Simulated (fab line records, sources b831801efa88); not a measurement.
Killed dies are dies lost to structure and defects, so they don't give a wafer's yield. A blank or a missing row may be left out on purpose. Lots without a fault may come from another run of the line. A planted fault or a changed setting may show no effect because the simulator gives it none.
fab line records | flow gf180mcu
record lots=6 wafers=18 last_day=34
route steps=602 shown HV_LDD@218
lots that met no fault: from a run of the same line without faults
start_h: hours from the record's first day to the start of the lot's first wafer shown | wait_h: hours since the lot's step before | " the same as in the row above | L1.1+2: a row that stands for several wafers | - no value, or no start given | * or withheld: withheld | < > ~ a bound
route shown NAME@n: a module of which the file shows steps, and the number in the route of the first | usual: mean/standard deviation of fault-free wafers | same: alike in all rows | chamber/n: place in a boat | sites: the reading at each site | _std_site: their standard deviation | _edge_site: outer sites' mean less inner sites' | radius_mm: how far each site lies from the wafer's centre | mask NAME#n: copy n | behind: the tool/chamber that last shaped the wafer | hold: why the lot was held/for how many hours/how that ended | device: the transistor (n, p or np) that didn't switch | end of line: the same wafers' tests at the end of the route | a step without rows: its recipe alone | killed: dies lost to structure and defects at the first sort, not the wafer's yield | map: a wafer's dies, x killed, . not, _ none there
set.NAME: the setting as run; set.NAME@STEP: as run at that earlier step | model.NAME: the simulator's own value behind a step, which no gauge read
lots at some steps of the route; a table a step, a row a wafer
services: from which hour (start_h, from the record's first day; less than 0 if before it) a tool's chamber was out of use, for how many hours, and why
## steps
# step GF_HV_LDD_SOFTBAKE_42
# recipe temp_c=90 time_s=60 resist=NOVOLAK
# step GF_HV_LDD_EXPOSE_43
# recipe mask_id=Pplus_HV_AREA target_cd_nm=400 na=0.6 source_shape=conventional sigma_outer=0.6 dose_mj=140
# step GF_HV_LDD_PEB_44
# recipe temp_c=withheld time_s=* resist=NOVOLAK
# step GF_HV_LDD_DEVELOP_45
# recipe develop_time_s=60 dev_temp_c=23
# step GF_HV_LDD_CD_MEAS_46
# recipe target_cd_nm=400
# usual cd_nm=400.1/2.4
# columns lot.wafer tool chamber start_h wait_h cd_nm
L201.1 cd_sem-02 - 329.89 0.1 397.7
L201.4 " - " " 397.6
L201.6 " - " " 400.3
L202.3 cd_sem-01 - 333.13 0.1 401.9
L202.4 " - " " 400.7
L202.6 " - " " 401.4
L207.2 cd_sem-01 - 373.16 0.1 399.1
L207.3 " - " " 401.1
L207.5 " - " " 398.7
L211.1 cd_sem-01 - 410.69 0.1 404.2
L211.5 " - " " 402.7
L211.6 " - " " 402.5
L212.1 cd_sem-01 - 423.34 0.1 395.2
L212.3 " - " " 393.4
L212.6 " - " " 394.7
L217.2 cd_sem-02 - 451.03 0.1 398.2
L217.4 " - " " 398.9
L217.5 " - " " 401.0
# step GF_HV_LDD_OVL_MEAS_47
# usual HV_LDD_03_OVL=-0.7/1.3
# columns lot.wafer tool chamber start_h wait_h HV_LDD_03_OVL[nm]
L201.1 overlay-02 - 330.01 0.1 -0.9
L201.4 " - " " -2.7
L201.6 " - " " -0.5
L202.3 overlay-02 - 333.22 0.1 -0.4
L202.4 " - " " 0.6
L202.6 " - " " -0.2
L207.2 overlay-01 - 373.26 0.1 0.0
L207.3 " - " " -0.3
L207.5 " - " " -0.6
L211.1 overlay-01 - 410.81 0.1 -1.5
L211.5 " - " " -0.1
L211.6 " - " " 0.0
L212.1 overlay-02 - 423.46 0.1 1.0
L212.3 " - " " 0.5
L212.6 " - " " 0.2
L217.2 overlay-02 - 451.14 0.1 -3.6
L217.4 " - " " -1.5
L217.5 " - " " -2.5
# step GF_HV_LDD_IMPLANT_48
# recipe species=B energy_kev=25 dose_cm2=3e+13 tilt_deg=7
# step GF_HV_LDD_STRIP_49
# recipe chemistry=O2/N2 power_w=1400 pressure_mtorr=1500 platen_temp_c=250 o2_flow_sccm=3000 n2_flow_sccm=300 overash_fraction=0.5
# usual drypump_motor_current_A=5.74/0.2 heater_power_w=364/34 oes_product_au=0.716/0.0047 strip_time_to_endpoint_s=12.61/0.041
# columns lot.wafer tool chamber start_h wait_h drypump_motor_current_A heater_power_w oes_product_au rf_hours_counter_h strip_time_to_endpoint_s
L201.1 plasma_asher-04 1 330.19 0.1 5.73 329 0.711 66 12.65
L201.4 " 1 " " 5.74 329 0.718 - 12.65
L201.6 " 1 " " 5.74 327 0.723 - 12.65
L202.3 plasma_asher-03 1 333.43 0.1 5.68 348 0.717 - 12.67
L202.4 " 0 " " 5.54 385 0.720 - 12.69
L202.6 " 0 " " 5.55 389 0.711 - 12.68
L207.2 plasma_asher-04 1 373.44 0.1 5.77 331 0.721 71 12.61
L207.3 " 1 " " 5.74 326 0.714 - 12.59
L207.5 " 0 " " 5.80 351 0.721 - 12.61
L211.1 plasma_asher-02 1 410.99 0.1 5.48 351 0.711 29 12.60
L211.5 " 1 " " 5.49 347 0.713 - 12.61
L211.6 " 0 " " 6.02 422 0.721 - 12.60
L212.1 plasma_asher-02 1 423.64 0.1 5.50 342 0.713 30 12.63
L212.3 " 0 " " 6.00 421 0.711 - 12.71
L212.6 " 0 " " 6.04 419 0.717 - 12.64
L217.2 plasma_asher-02 1 451.32 0.1 5.50 346 0.721 33 12.59
L217.4 " 0 " " 6.01 409 0.724 - 12.59
L217.5 " 0 " " 6.06 407 0.722 - 12.57
# step GF_HV_LDD_TW_MEAS_50
# usual HV_LDD_4_TW=572/3.1
# columns lot.wafer tool chamber start_h wait_h HV_LDD_4_TW
L201.1 film_metro-01 - 330.29 0.1 568
L201.4 " - " " 569
L201.6 " - " " 567
L202.3 film_metro-02 - 333.51 0.1 573
L202.4 " - " " 573
L202.6 " - " " 570
L207.2 film_metro-04 - 373.55 0.1 573
L207.3 " - " " 576
L207.5 " - " " 570
L211.1 film_metro-01 - 411.09 0.1 572
L211.5 " - " " 575
L211.6 " - " " 571
L212.1 film_metro-04 - 423.74 0.1 566
L212.3 " - " " 566
L212.6 " - " " 568
L217.2 film_metro-02 - 451.43 0.1 574
L217.4 " - " " 574
L217.5 " - " " 570
# step GF_HV_LDD_CLEAN_51
# recipe chemistry=SC1/SC2 mix=1:4:20 temp_c=70 time_s=150 dry=n2_spin
# step GF_HV_LDD_RTA_52
# recipe temp_c=1000 time_s=10 ambient=N2
# usual chamber_o2_ppm=1.994/0.02 lamp_power_pct=31/3.6 wafer_temp_C_max=1004.4/1.2
# columns lot.wafer tool chamber start_h wait_h chamber_o2_ppm lamp_power_pct wafer_temp_C_max
L201.1 rtp_anneal-01 0 330.40 0.0 1.999 34 1004.3
L201.4 " 0 " " 1.977 34 1003.8
L201.6 " 0 " " 2.010 34 1003.9
L202.3 rtp_anneal-02 0 333.63 0.0 1.993 27 1002.7
L202.4 " 0 " " 1.990 27 1003.9
L202.6 " 0 " " 1.971 27 1003.6
L207.2 rtp_anneal-01 0 373.66 0.0 2.012 34 1005.9
L207.3 " 0 " " 2.004 34 1004.7
L207.5 " 0 " " 2.015 34 1006.4
L211.1 rtp_anneal-02 0 411.21 0.0 1.980 27 1003.8
L211.5 " 0 " " 1.982 27 1003.3
L211.6 " 0 " " 1.996 27 1003.2
L212.1 rtp_anneal-01 0 423.85 0.0 1.987 34 1005.8
L212.3 " 0 " " 1.964 34 1006.3
L212.6 " 0 " " 1.978 34 1005.3
L217.2 rtp_anneal-02 0 451.54 0.0 1.979 27 1004.2
L217.4 " 0 " " 1.957 27 1002.5
L217.5 " 0 " " 1.991 27 1003.2
# step GF_HV_LDD_RS_MEAS_53
# recipe thk_meas_gauge=four-point-probe
# usual HV_LDD_RS=418.0/0.99
# columns lot.wafer tool chamber start_h wait_h HV_LDD_RS[ohm/sq]
L201.1 film_metro-02 - 330.47 0.1 419.2
L201.4 " - " " 420.2
L201.6 " - " " 420.1
L202.3 film_metro-04 - 333.71 0.1 417.5
L202.4 " - " " 417.1
L202.6 " - " " 417.3
L207.2 film_metro-01 - 373.74 0.1 416.5
L207.3 " - " " 416.5
L207.5 " - " " 417.2
L211.1 film_metro-02 - 411.27 0.1 417.8
L211.5 " - " " 419.1
L211.6 " - " " 417.6
L212.1 film_metro-04 - 423.92 0.1 417.9
L212.3 " - " " 417.6
L212.6 " - " " 418.3
L217.2 film_metro-01 - 451.61 0.1 418.2
L217.4 " - " " 419.0
L217.5 " - " " 417.8
# step GF_HV_LDD_CVD_54
# recipe material=SiO2 target_thk_nm=10 precursor=TEOS temp_c=680 time_s=75 pressure_mtorr=400
# usual pressure_mtorr=399.9/0.94 spike_tc_bottom_C=699.5/3
# columns lot.wafer tool chamber start_h wait_h pressure_mtorr spike_tc_bottom_C
L201.1 lpcvd-01 1 330.59 0.1 - -
L201.4 " 1 " " - -
L201.6 " 1 " " - -
L202.3 lpcvd-01 1 333.79 0.1 - -
L202.4 " 1 " " - -
L202.6 " 1 " " - -
L207.2 lpcvd-02 0 374.33 0.6 400.2 702.0
L207.3 " 0 " " 401.7 703.3
L207.5 " 0 " " 401.4 703.4
L211.1 lpcvd-02 1 411.39 0.1 399.6 695.9
L211.5 " 1 " " 400.2 698.3
L211.6 " 1 " " 400.4 696.3
L212.1 lpcvd-01 1 424.04 0.1 398.6 697.9
L212.3 " 1 " " 399.0 697.8
L212.6 " 1 " " 398.9 697.5
L217.2 lpcvd-01 0 451.71 0.1 400.2 699.8
L217.4 " 0 " " 399.5 702.4
L217.5 " 0 " " 399.0 701.3
# step GF_HV_LDD_CVD_56
# recipe material=Si3N4 precursor=DCS/NH3 target_thk_nm=90 temp_c=770 time_s=1543 pressure_mtorr=250
## services
# columns tool chamber start_h hours kind
plasma_asher-03 - 347.23 2.8 pm
lpcvd-02 - 371.79 0.8 repair
plasma_asher-02 - 379.03 14.6 pm
lpcvd-01 - 406.41 0.6 repair
plasma_asher-02 - 408.18 0.9 repair
plasma_asher-03 - 409.65 0.9 repair
plasma_asher-04 - 449.85 1.2 repair
## key
first_sign step=GF_HV_LDD_CVD_54 reading=tool_record direction=missing
effect none on later readings
met_at GF_HV_LDD_CVD_54
struck_wafers L201.1,L201.4,L201.6,L202.3,L202.4,L202.6
later_rows_left_out L201.1,L201.4,L201.6,L202.3,L202.4,L202.6
sort_left_out L201.1,L201.4,L201.6,L202.3,L202.4,L202.6
tester_left_out L201,L202
fault kind=skipped_step_whole tool=lpcvd-01 chamber=- onset_h=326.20 steps=GF_HV_LDD_CVD_54 scope=struck_lots_only
# tester_left_out: of these lots the tester's yield and bins aren't shown, on N5 and GAA mostly nor the transistor test; their killed dies are dies lost to structure and defects alone, not to doping, threshold or leakage, so they don't give the yield
# sort_left_out: the simulated sort isn't trusted on such a fault, so these wafers' sort isn't shown, and their yield isn't known
# later_rows_left_out: the simulator's readings of these wafers behind a module that went badly wrong aren't trusted and aren't shown, but for the sort
